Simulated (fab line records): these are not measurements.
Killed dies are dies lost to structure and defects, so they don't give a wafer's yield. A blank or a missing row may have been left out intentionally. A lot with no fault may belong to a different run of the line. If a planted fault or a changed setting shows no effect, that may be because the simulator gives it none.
Matching of chambers / flow sky130 / pecvd-03 running SKY_PASSIVATION_CVD_02: 3 sister chambers
The step deposits Si3N4, target thk 540 nm. 3 wafers are shown with their chamber, then 7 later ones without.

## WAFERS, EACH WITH ITS CHAMBER
wafer=L084.2; chamber=0; heater_power_w (W)=825
wafer=L090.1; chamber=2; heater_power_w (W)=714
wafer=L090.3; chamber=1; heater_power_w (W)=836

## WAFERS WITHOUT THEIR CHAMBER
wafer=L090.6; heater_power_w (W)=723
wafer=L092.2; heater_power_w (W)=978
wafer=L092.3; heater_power_w (W)=780
wafer=L092.4; heater_power_w (W)=657
wafer=L096.1; heater_power_w (W)=900
wafer=L096.2; heater_power_w (W)=769
wafer=L096.4; heater_power_w (W)=608

## THE CHAMBER EACH PASSED THROUGH
wafer=L090.6; from the rows above=can't be placed: 2 or 0 or 1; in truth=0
wafer=L092.2; from the rows above=can't be placed: 1 or 0 or 2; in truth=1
wafer=L092.3; from the rows above=can't be placed: 0 or 1 or 2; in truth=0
wafer=L092.4; from the rows above=can't be placed: 2 or 0 or 1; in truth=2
wafer=L096.1; from the rows above=can't be placed: 1 or 0 or 2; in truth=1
wafer=L096.2; from the rows above=can't be placed: 2 or 0 or 1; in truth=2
wafer=L096.4; from the rows above=can't be placed: 2 or 0 or 1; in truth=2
Correctly placed: 0 of 7. From these rows, 7 cannot be placed; in 7 the true chamber is one of the candidates. Placed wrongly: 0.
How it was worked out, from the rows above alone: a wafer's distance from a chamber is the root of the sum, over the readings, of the square of ((its reading less the chamber's mean) divided by the reading's scatter). If the next closest chamber is less than 2 further off than the closest, the wafer can't be placed; otherwise it belongs to the closest. Each chamber's mean is taken over the wafers shown for it. The scatter: with one shown wafer a chamber, the root of the mean of the squares of how far each hidden wafer lies from its nearest shown one.
